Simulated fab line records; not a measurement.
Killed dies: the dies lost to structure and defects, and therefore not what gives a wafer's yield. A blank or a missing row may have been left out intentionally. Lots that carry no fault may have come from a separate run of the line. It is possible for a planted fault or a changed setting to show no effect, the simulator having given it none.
fab line records	flow gf180mcu
[record] lots = 24	wafers = 72	last_day = 34
route steps=602 shown STI@5 V2@386 V4@492 MIM@509 V5@541
lots with no fault: from the same line, run without faults
start_h: the number of hours between the record's first day and the start of the first shown wafer of the lot	wait_h: time in hours since the lot's previous step	" identical to the entry in the row above	L1.1+2: one row covering several wafers at once	- no value, or no start was given	* or withheld: withheld	< > ~ a bound
route shown NAME@n: names a module that has steps shown in the file, with the first one's number in the route	usual: mean and standard deviation over wafers with no fault	same: alike in all rows	chamber/n: place in a boat	sites: the reading at each site	_std_site: standard deviation of those values	_edge_site: inner sites' mean taken away from outer sites' mean	radius_mm: for every site, how far away it sits from the centre of the wafer	mask NAME#n: copy n	behind: the last tool/chamber to shape the wafer	hold: cause of the lot's hold/its duration in hours/its outcome	device: transistor that didn't switch, given as n, p or np	end of line: the tests these same wafers got at the end of their route	a step with no rows: only its recipe	killed: at the first sort, the dies lost to defects and structure; wafer yield is something else	map: shows each die of a wafer: x if killed, . if not, _ if none is there
set.NAME: setting as actually run; set.NAME@STEP: the setting as run at that earlier step	model.NAME: the simulator's own value behind a step, which no gauge read
steps of the route over a sample of lots; a table a step, a row a wafer
services: when a tool's chamber went out of use (start_h, in hours from the record's first day, below 0 if earlier), for how many hours, and the reason
[[steps]]
[step GF_STI_THK_MEAS_04]
[recipe] reads = Si3N4_of_STI_CVD_03
[usual] STI_CVD_03_THK = 206.8/1.9
lot.wafer	tool	chamber	start_h	wait_h	STI_CVD_03_THK[nm]
L074.1	film_metro-01	-	13.56	0.0	205.9
L074.4	"	-	"	"	205.7
L074.6	"	-	"	"	205.8
L075.2	film_metro-04	-	18.57	0.0	204.6
L075.5	"	-	"	"	206.1
L075.6	"	-	"	"	206.2
L076.2	film_metro-04	-	24.00	0.0	208.4
L076.3	"	-	"	"	207.7
L076.4	"	-	"	"	207.7
L077.1	film_metro-02	-	28.56	0.0	205.8
L077.2	"	-	"	"	207.4
L077.6	"	-	"	"	207.0
L078.2	film_metro-02	-	33.57	0.0	204.7
L078.3	"	-	"	"	204.2
L078.6	"	-	"	"	204.3
L079.2	film_metro-01	-	38.72	0.0	207.6
L079.5	"	-	"	"	208.0
L079.6	"	-	"	"	207.4
L080.1	film_metro-02	-	43.56	0.0	207.8
L080.4	"	-	"	"	207.6
L080.6	"	-	"	"	210.2
L081.1	film_metro-02	-	48.94	0.0	209.0
L081.5	"	-	"	"	208.2
L081.6	"	-	"	"	208.6
L082.3	film_metro-04	-	55.75	0.0	207.2
L082.4	"	-	"	"	209.3
L082.5	"	-	"	"	207.2
L083.1	film_metro-01	-	58.56	0.0	205.2
L083.2	"	-	"	"	205.8
L083.3	"	-	"	"	205.6
L084.4	film_metro-02	-	63.59	0.0	207.1
L084.5	"	-	"	"	208.2
L084.6	"	-	"	"	205.7
L085.1	film_metro-02	-	68.63	0.0	205.1
L085.2	"	-	"	"	206.7
L085.4	"	-	"	"	204.0
L086.2	film_metro-02	-	74.03	0.0	205.2
L086.3	"	-	"	"	203.5
L086.4	"	-	"	"	203.3
L087.1	film_metro-02	-	79.30	0.0	207.8
L087.4	"	-	"	"	207.1
L087.5	"	-	"	"	205.4
L088.2	film_metro-04	-	84.02	0.0	202.6
L088.3	"	-	"	"	202.1
L088.4	"	-	"	"	203.5
L089.1	film_metro-02	-	88.58	0.0	207.0
L089.2	"	-	"	"	208.9
L089.3	"	-	"	"	208.4
L090.1	film_metro-02	-	93.56	0.0	210.2
L090.4	"	-	"	"	212.2
L090.5	"	-	"	"	210.6
L091.1	film_metro-04	-	98.56	0.0	205.6
L091.3	"	-	"	"	205.9
L091.4	"	-	"	"	204.9
L092.4	film_metro-04	-	103.59	0.0	208.0
L092.5	"	-	"	"	207.8
L092.6	"	-	"	"	209.2
L093.2	film_metro-01	-	108.57	0.0	208.9
L093.3	"	-	"	"	208.6
L093.4	"	-	"	"	209.0
L094.1	film_metro-04	-	113.56	0.0	206.1
L094.2	"	-	"	"	207.3
L094.3	"	-	"	"	208.0
L095.1	film_metro-04	-	120.47	0.0	206.4
L095.3	"	-	"	"	207.6
L095.5	"	-	"	"	207.5
L096.1	film_metro-01	-	127.08	0.0	204.1
L096.2	"	-	"	"	204.9
L096.5	"	-	"	"	206.3
L097.1	film_metro-01	-	132.44	0.0	206.7
L097.3	"	-	"	"	208.3
L097.6	"	-	"	"	206.6
[step GF_V2_CMP_04]
[recipe] material = SiO2	down_force_psi = 4	platen_rpm = 60	pad_velocity_m_s = 0.94248
[usual] motor_current_A = 10.8/1	time_to_endpoint_s = 82/4.9
lot.wafer	tool	chamber	start_h	wait_h	motor_current_A	time_to_endpoint_s
L074.1	cmp-02	3	441.76	0.1	11.6	79
L074.4	"	1	"	"	11.7	83
L074.6	"	3	"	"	11.4	86
L075.2	cmp-02	0	449.56	0.2	10.7	80
L075.5	"	1	"	"	11.1	79
L075.6	"	2	"	"	12.7	83
L077.2	cmp-02	1	460.69	0.0	11.2	81
L077.1	"	2	"	"	12.1	82
L077.6	"	1	"	"	10.9	86
L076.2	cmp-01	2	461.26	0.1	9.9	81
L076.3	"	3	"	"	9.1	80
L076.4	"	0	"	"	10.8	84
L078.2	cmp-01	2	479.16	0.1	9.3	79
L078.3	"	3	"	"	9.4	82
L078.6	"	1	"	"	11.5	85
L079.2	cmp-02	0	480.83	0.2	10.5	86
L079.5	"	1	"	"	10.5	88
L079.6	"	2	"	"	12.3	88
L080.1	cmp-01	3	489.24	0.1	9.1	80
L080.4	"	1	"	"	11.3	82
L080.6	"	0	"	"	11.3	85
L081.1	cmp-02	3	494.58	0.1	11.0	85
L081.6	"	3	"	"	11.5	87
L081.5	"	0	"	"	10.2	89
L082.4	cmp-02	0	506.29	0.0	10.1	87
L082.3	"	1	"	"	10.3	84
L082.5	"	0	"	"	10.7	90
L083.2	cmp-01	3	521.02	0.0	9.2	76
L083.3	"	0	"	"	11.2	79
L083.1	"	1	"	"	11.3	85
L084.4	cmp-01	3	523.28	0.1	8.9	85
L084.5	"	2	"	"	9.4	84
L084.6	"	3	"	"	9.3	87
L085.4	cmp-01	0	526.33	0.0	11.2	83
L085.2	"	2	"	"	9.9	78
L085.1	"	3	"	"	9.2	79
L086.3	cmp-01	2	540.23	0.1	9.6	74
L086.2	"	3	"	"	9.0	73
L086.4	"	0	"	"	11.1	81
L087.1	cmp-02	0	549.91	0.4	10.8	81
L087.4	"	3	"	"	11.2	89
L087.5	"	0	"	"	10.6	84
L088.2	cmp-02	3	553.80	0.0	11.7	86
L088.3	"	1	"	"	10.9	87
L088.4	"	2	"	"	11.6	84
L089.2	cmp-02	3	561.34	0.0	11.6	87
L089.3	"	0	"	"	10.5	95
L089.1	"	2	"	"	11.2	84
L090.4	cmp-01	3	567.41	0.0	8.6	84
L090.1	"	2	"	"	9.5	81
L090.5	"	0	"	"	11.7	89
L091.4	cmp-02	3	582.38	0.1	11.2	77
L091.3	"	1	"	"	11.4	76
L091.1	"	2	"	"	12.2	77
L092.4	cmp-01	1	591.54	0.1	11.8	81
L092.5	"	0	"	"	11.5	78
L092.6	"	1	"	"	12.5	82
L093.2	cmp-02	1	596.65	0.0	10.8	75
L093.3	"	2	"	"	10.7	69
L093.4	"	0	"	"	10.1	81
L094.2	cmp-01	3	612.51	0.0	8.7	86
L094.3	"	0	"	"	11.3	80
L094.1	"	2	"	"	9.2	82
L096.1	cmp-01	1	623.29	0.1	12.0	75
L096.2	"	3	"	"	8.9	77
L096.5	"	0	"	"	11.5	73
L095.3	cmp-02	1	626.27	0.1	11.8	77
L095.1	"	2	"	"	12.1	77
L095.5	"	2	"	"	12.0	77
L097.3	cmp-02	3	630.79	0.0	12.0	83
L097.1	"	2	"	"	11.5	76
L097.6	"	0	"	"	10.1	89
[step GF_V2_THK_MEAS_25]
[recipe] thk_meas_gauge = xrf	reads = W_of_V2_CVD_23
[usual] V2_W_THK = 357/6.1
lot.wafer	tool	chamber	start_h	wait_h	V2_W_THK[nm]
L074.1	film_metro-04	-	467.71	0.1	353
L074.4	"	-	"	"	362
L074.6	"	-	"	"	361
L075.2	film_metro-01	-	474.57	0.1	359
L075.5	"	-	"	"	357
L075.6	"	-	"	"	360
L077.1	film_metro-04	-	485.88	0.1	357
L077.2	"	-	"	"	357
L077.6	"	-	"	"	361
L076.2	film_metro-01	-	486.52	0.1	361
L076.3	"	-	"	"	354
L076.4	"	-	"	"	364
L078.2	film_metro-03	-	503.71	0.1	346
L078.3	"	-	"	"	345
L078.6	"	-	"	"	349
L079.2	film_metro-04	-	505.48	0.1	364
L079.5	"	-	"	"	362
L079.6	"	-	"	"	356
L080.1	film_metro-03	-	512.92	0.1	361
L080.4	"	-	"	"	361
L080.6	"	-	"	"	357
L081.1	film_metro-01	-	518.32	0.1	346
L081.5	"	-	"	"	347
L081.6	"	-	"	"	353
L082.3	film_metro-01	-	530.40	0.1	350
L082.4	"	-	"	"	353
L082.5	"	-	"	"	349
L083.1	film_metro-03	-	545.09	0.1	365
L083.2	"	-	"	"	354
L083.3	"	-	"	"	358
L084.4	film_metro-04	-	547.35	0.1	358
L084.5	"	-	"	"	357
L084.6	"	-	"	"	358
L085.1	film_metro-03	-	550.67	0.1	364
L085.2	"	-	"	"	351
L085.4	"	-	"	"	359
L086.2	film_metro-03	-	563.88	0.1	353
L086.3	"	-	"	"	348
L086.4	"	-	"	"	349
L087.1	film_metro-03	-	573.85	0.1	344
L087.4	"	-	"	"	348
L087.5	"	-	"	"	354
L088.2	film_metro-04	-	577.33	0.1	360
L088.3	"	-	"	"	359
L088.4	"	-	"	"	365
L089.1	film_metro-04	-	585.26	0.1	372
L089.2	"	-	"	"	367
L089.3	"	-	"	"	363
L090.1	film_metro-01	-	590.92	0.1	350
L090.4	"	-	"	"	349
L090.5	"	-	"	"	354
L091.1	film_metro-04	-	605.43	0.1	363
L091.3	"	-	"	"	361
L091.4	"	-	"	"	375
L092.4	film_metro-04	-	614.52	0.1	358
L092.5	"	-	"	"	356
L092.6	"	-	"	"	357
L093.2	film_metro-04	-	619.16	0.1	365
L093.3	"	-	"	"	365
L093.4	"	-	"	"	360
L094.1	film_metro-01	-	634.92	0.1	358
L094.2	"	-	"	"	354
L094.3	"	-	"	"	353
L096.1	film_metro-03	-	645.92	0.1	353
L096.2	"	-	"	"	351
L096.5	"	-	"	"	355
L095.1	film_metro-04	-	647.82	0.1	361
L095.3	"	-	"	"	362
L095.5	"	-	"	"	363
L097.1	film_metro-01	-	652.79	0.1	355
L097.3	"	-	"	"	350
L097.6	"	-	"	"	353
[step GF_V4_ETCH_16]
[recipe] chemistry = N2/H2	target_depth_a = withheld	overetch_a = withheld	time_s = withheld	target = BARC	ion_energy_ev = 200	source_w = 500	bias_w = 100	pressure_mtorr = 30	n2_flow_sccm = 100	h2_flow_sccm = 200
[usual] drypump_motor_current_A = 5.7/0.39	oes_product_au = 0.854/0.0049	rf_fwd_power_W = 494.3/2.1	throttle_valve_pct = 13.224/0.0089
lot.wafer	tool	chamber	start_h	wait_h	drypump_motor_current_A	oes_product_au	rf_fwd_power_W	throttle_valve_pct
L074.1	rie_diel-03	2	564.35	0.0	5.9	0.855	495.7	13.225
L074.4	"	1	"	"	5.7	0.855	491.7	13.236
L074.6	"	1	"	"	5.7	0.846	492.1	13.202
L075.2	rie_diel-02	3	571.43	0.0	5.2	0.859	491.9	13.221
L075.5	"	1	"	"	5.6	0.853	495.6	13.228
L075.6	"	2	"	"	5.9	0.853	497.4	13.233
L077.1	rie_diel-01	1	581.88	0.0	5.4	0.855	494.4	13.222
L077.2	"	2	"	"	5.9	0.862	495.5	13.213
L077.6	"	2	"	"	5.9	0.853	493.6	13.214
L076.2	rie_diel-02	0	582.23	0.0	5.7	0.853	492.5	13.227
L076.3	"	1	"	"	5.6	0.852	496.2	13.220
L076.4	"	3	"	"	5.2	0.852	495.1	13.233
L078.2	rie_diel-03	2	598.80	0.0	5.9	0.865	493.2	13.241
L078.3	"	0	"	"	6.1	0.853	493.8	13.216
L078.6	"	0	"	"	6.1	0.850	493.9	13.227
L079.2	rie_diel-02	3	599.15	0.0	5.2	0.858	495.0	13.227
L079.5	"	1	"	"	5.5	0.852	493.6	13.225
L079.6	"	2	"	"	5.9	0.850	496.5	13.229
L080.1	rie_diel-02	2	606.90	0.0	5.9	0.860	494.6	13.218
L080.4	"	0	"	"	5.7	0.856	492.4	13.219
L080.6	"	2	"	"	5.9	0.856	495.5	13.237
L081.1	rie_diel-03	0	610.53	0.0	6.1	0.854	493.9	13.209
L081.5	"	3	"	"	6.4	0.858	494.5	13.223
L081.6	"	2	"	"	5.9	0.851	495.0	13.226
L082.3	rie_diel-03	1	623.35	0.0	5.7	0.851	491.5	13.222
L082.4	"	0	"	"	6.1	0.851	492.7	13.233
L082.5	"	1	"	"	5.7	0.857	492.2	13.219
L083.1	rie_diel-03	3	636.27	0.0	6.4	0.840	495.8	13.231
L083.2	"	1	"	"	5.7	0.859	491.7	13.213
L083.3	"	2	"	"	5.9	0.850	494.0	13.214
L084.4	rie_diel-02	3	639.73	0.0	5.2	0.857	493.8	13.243
L084.5	"	0	"	"	5.7	0.854	489.8	13.215
L084.6	"	1	"	"	5.6	0.855	498.9	13.210
L085.1	rie_diel-01	3	641.97	0.0	6.2	0.847	495.7	13.215
L085.2	"	1	"	"	5.4	0.853	495.8	13.229
L085.4	"	2	"	"	5.9	0.853	497.1	13.217
L086.2	rie_diel-03	3	655.38	0.0	6.3	0.863	492.2	13.234
L086.3	"	1	"	"	5.7	0.851	493.2	13.241
L086.4	"	0	"	"	6.1	0.849	496.7	13.228
L087.1	rie_diel-02	0	662.25	0.0	5.7	0.860	491.5	13.235
L087.4	"	2	"	"	5.9	0.855	493.4	13.233
L087.5	"	0	"	"	5.7	0.850	491.3	13.216
L088.2	rie_diel-03	3	666.58	0.0	6.4	0.859	495.1	13.229
L088.3	"	0	"	"	6.1	0.860	491.4	13.208
L088.4	"	1	"	"	5.7	0.847	491.7	13.222
L089.1	rie_diel-03	2	673.02	0.0	5.9	0.852	494.1	13.229
L089.2	"	3	"	"	6.3	0.860	495.5	13.219
L089.3	"	1	"	"	5.7	0.859	490.8	13.238
L090.1	rie_diel-02	1	676.70	0.0	5.5	0.859	495.3	13.225
L090.4	"	0	"	"	5.7	0.857	490.9	13.230
L090.5	"	1	"	"	5.5	0.852	497.5	13.219
L091.1	rie_diel-01	3	690.45	0.0	6.2	0.851	495.8	13.213
L091.3	"	1	"	"	5.4	0.855	494.1	13.212
L091.4	"	2	"	"	5.9	0.849	497.2	13.230
L092.4	rie_diel-02	1	698.06	0.1	5.5	0.850	495.1	13.223
L092.5	"	1	"	"	5.5	0.857	494.6	13.226
L092.6	"	1	"	"	5.5	0.847	495.8	13.213
L093.2	rie_diel-02	3	703.50	0.0	5.2	0.851	494.5	13.215
L093.3	"	1	"	"	5.6	0.850	495.9	13.220
L093.4	"	3	"	"	5.2	0.859	492.6	13.231
L094.1	rie_diel-02	1	716.80	0.0	5.6	0.858	497.3	13.211
L094.2	"	0	"	"	5.7	0.848	490.9	13.217
L094.3	"	3	"	"	5.2	0.866	496.8	13.226
L096.1	rie_diel-02	0	725.32	0.0	5.7	0.853	491.6	13.224
L096.2	"	1	"	"	5.6	0.851	494.0	13.235
L096.5	"	3	"	"	5.2	0.861	493.9	13.226
L095.1	rie_diel-01	2	727.65	0.0	5.9	0.857	496.5	13.222
L095.3	"	3	"	"	6.2	0.851	496.2	13.227
L095.5	"	3	"	"	6.2	0.850	499.0	13.226
L097.1	rie_diel-03	0	733.32	0.0	6.1	0.854	493.6	13.222
L097.3	"	3	"	"	6.4	0.861	494.1	13.235
L097.6	"	0	"	"	6.1	0.856	493.1	13.219
[step GF_MIM_THK_MEAS_06]
[recipe] reads = Si3N4_of_MIM_CVD_05
[usual] MIM_CVD_05_THK = 42.1/0.47
lot.wafer	tool	chamber	start_h	wait_h	MIM_CVD_05_THK[nm]
L074.1	film_metro-01	-	565.96	0.0	41.5
L074.4	"	-	"	"	42.6
L074.6	"	-	"	"	42.9
L075.2	film_metro-01	-	573.08	0.0	41.7
L075.5	"	-	"	"	42.5
L075.6	"	-	"	"	42.7
L077.1	film_metro-03	-	583.52	0.0	42.0
L077.2	"	-	"	"	41.7
L077.6	"	-	"	"	42.4
L076.2	film_metro-03	-	583.87	0.0	41.9
L076.3	"	-	"	"	41.8
L076.4	"	-	"	"	42.4
L078.2	film_metro-02	-	600.48	0.0	41.6
L078.3	"	-	"	"	42.1
L078.6	"	-	"	"	42.3
L079.2	film_metro-02	-	600.80	0.0	41.9
L079.5	"	-	"	"	42.5
L079.6	"	-	"	"	42.0
L080.1	film_metro-03	-	608.55	0.0	42.3
L080.4	"	-	"	"	42.8
L080.6	"	-	"	"	42.8
L081.1	film_metro-01	-	612.26	0.0	42.1
L081.5	"	-	"	"	43.0
L081.6	"	-	"	"	42.5
L082.3	film_metro-03	-	624.98	0.0	41.5
L082.4	"	-	"	"	42.5
L082.5	"	-	"	"	42.3
L083.1	film_metro-01	-	637.88	0.0	41.8
L083.2	"	-	"	"	41.9
L083.3	"	-	"	"	41.5
L084.4	film_metro-02	-	641.60	0.0	42.4
L084.5	"	-	"	"	42.8
L084.6	"	-	"	"	42.2
L085.1	film_metro-03	-	643.60	0.0	41.9
L085.2	"	-	"	"	41.7
L085.4	"	-	"	"	42.0
L086.2	film_metro-02	-	657.09	0.0	41.4
L086.3	"	-	"	"	41.8
L086.4	"	-	"	"	42.2
L087.1	film_metro-02	-	663.86	0.0	42.0
L087.4	"	-	"	"	42.1
L087.5	"	-	"	"	42.2
L088.2	film_metro-02	-	668.29	0.0	41.6
L088.3	"	-	"	"	41.6
L088.4	"	-	"	"	42.4
L089.1	film_metro-02	-	674.72	0.0	41.8
L089.2	"	-	"	"	41.9
L089.3	"	-	"	"	42.4
L090.1	film_metro-02	-	678.65	0.0	42.2
L090.4	"	-	"	"	43.9
L090.5	"	-	"	"	42.8
L091.1	film_metro-03	-	692.09	0.0	42.4
L091.3	"	-	"	"	41.8
L091.4	"	-	"	"	43.1
L092.4	film_metro-03	-	699.91	0.0	42.9
L092.5	"	-	"	"	42.9
L092.6	"	-	"	"	42.7
L093.2	film_metro-03	-	705.19	0.0	42.0
L093.3	"	-	"	"	41.7
L093.4	"	-	"	"	42.5
L094.1	film_metro-03	-	718.41	0.0	41.6
L094.2	"	-	"	"	41.7
L094.3	"	-	"	"	41.8
L096.1	film_metro-03	-	727.27	0.0	41.8
L096.2	"	-	"	"	41.7
L096.5	"	-	"	"	42.3
L095.1	film_metro-01	-	729.26	0.0	41.7
L095.3	"	-	"	"	41.0
L095.5	"	-	"	"	42.0
L097.1	film_metro-02	-	734.96	0.0	41.6
L097.3	"	-	"	"	41.5
L097.6	"	-	"	"	42.0
[step GF_V5_THK_MEAS_01]
[recipe] reads = SiO2_of_V5_CVD_00
[usual] V5_CVD_00_THK = 301.1/2.8
lot.wafer	tool	chamber	start_h	wait_h	V5_CVD_00_THK[nm]
L074.1	film_metro-01	-	609.42	0.0	302.1
L074.4	"	-	"	"	302.4
L074.6	"	-	"	"	305.3
L075.2	film_metro-01	-	617.45	0.0	300.8
L075.5	"	-	"	"	306.2
L075.6	"	-	"	"	304.2
L077.1	film_metro-01	-	627.13	0.0	296.7
L077.2	"	-	"	"	303.3
L077.6	"	-	"	"	297.2
L076.2	film_metro-02	-	627.86	0.0	299.6
L076.3	"	-	"	"	300.9
L076.4	"	-	"	"	301.1
L078.2	film_metro-02	-	643.89	0.0	300.4
L078.3	"	-	"	"	301.6
L078.6	"	-	"	"	300.7
L079.2	film_metro-01	-	644.55	0.0	298.2
L079.5	"	-	"	"	301.7
L079.6	"	-	"	"	299.7
L080.1	film_metro-04	-	651.78	0.0	298.2
L080.4	"	-	"	"	296.7
L080.6	"	-	"	"	297.3
L081.1	film_metro-04	-	655.39	0.0	306.4
L081.5	"	-	"	"	307.7
L081.6	"	-	"	"	308.0
L082.3	film_metro-01	-	667.23	0.0	300.5
L082.4	"	-	"	"	298.3
L082.5	"	-	"	"	296.7
L083.1	film_metro-04	-	677.90	0.0	296.6
L083.2	"	-	"	"	303.8
L083.3	"	-	"	"	299.1
L084.4	film_metro-01	-	682.60	0.0	306.9
L084.5	"	-	"	"	303.1
L084.6	"	-	"	"	309.2
L085.1	film_metro-04	-	685.03	0.0	300.2
L085.2	"	-	"	"	301.4
L085.4	"	-	"	"	301.9
L086.2	film_metro-02	-	696.74	0.0	302.3
L086.3	"	-	"	"	300.6
L086.4	"	-	"	"	302.3
L087.1	film_metro-02	-	702.85	0.0	297.0
L087.4	"	-	"	"	299.3
L087.5	"	-	"	"	304.9
L088.2	film_metro-01	-	707.15	0.0	307.0
L088.3	"	-	"	"	303.6
L088.4	"	-	"	"	304.6
L089.1	film_metro-04	-	713.05	0.0	302.5
L089.2	"	-	"	"	302.0
L089.3	"	-	"	"	297.5
L090.1	film_metro-04	-	716.93	0.0	296.1
L090.4	"	-	"	"	297.3
L090.5	"	-	"	"	300.5
L091.1	film_metro-01	-	729.49	0.0	295.4
L091.3	"	-	"	"	299.7
L091.4	"	-	"	"	299.1
L092.4	film_metro-01	-	735.61	0.0	303.7
L092.5	"	-	"	"	300.2
L092.6	"	-	"	"	302.8
L093.2	film_metro-01	-	742.00	0.0	296.9
L093.3	"	-	"	"	299.3
L093.4	"	-	"	"	299.1
L094.1	film_metro-01	-	754.18	0.0	304.6
L094.2	"	-	"	"	299.6
L094.3	"	-	"	"	302.6
L096.1	film_metro-04	-	762.24	0.0	300.5
L096.2	"	-	"	"	299.5
L096.5	"	-	"	"	301.3
L095.1	film_metro-02	-	763.63	0.0	299.4
L095.3	"	-	"	"	298.8
L095.5	"	-	"	"	296.7
L097.1	film_metro-02	-	770.03	0.0	305.3
L097.3	"	-	"	"	300.4
L097.6	"	-	"	"	301.1
[[services]]
tool	chamber	start_h	hours	kind
rie_diel-03	2	427.78	2.6	repair
rie_diel-01	1	431.14	15.7	repair
rie_diel-02	2	432.52	3.7	repair
cmp-02	-	442.08	1.0	repair
rie_diel-01	0	445.30	19.6	repair
rie_diel-02	0	447.25	15.1	repair
cmp-01	-	451.71	0.2	repair
rie_diel-01	2	515.06	8.7	repair
cmp-02	-	536.59	1.6	repair
cmp-01	-	541.98	2.2	repair
cmp-01	-	547.17	4.7	pm
cmp-01	-	551.87	5.5	pm
cmp-02	-	572.15	4.0	pm
rie_diel-03	3	595.78	10.2	repair
cmp-01	-	596.46	0.3	repair
cmp-02	-	635.30	8.2	pm
rie_diel-02	2	671.65	9.7	repair
rie_diel-02	0	681.12	1.2	repair
rie_diel-02	3	684.15	17.0	repair
rie_diel-02	2	686.12	65.5	repair
rie_diel-02	0	692.21	19.8	repair
cmp-02	-	699.20	5.5	pm
cmp-01	-	711.21	2.0	repair
rie_diel-02	-	712.98	0.5	repair
[[key]]
fault none
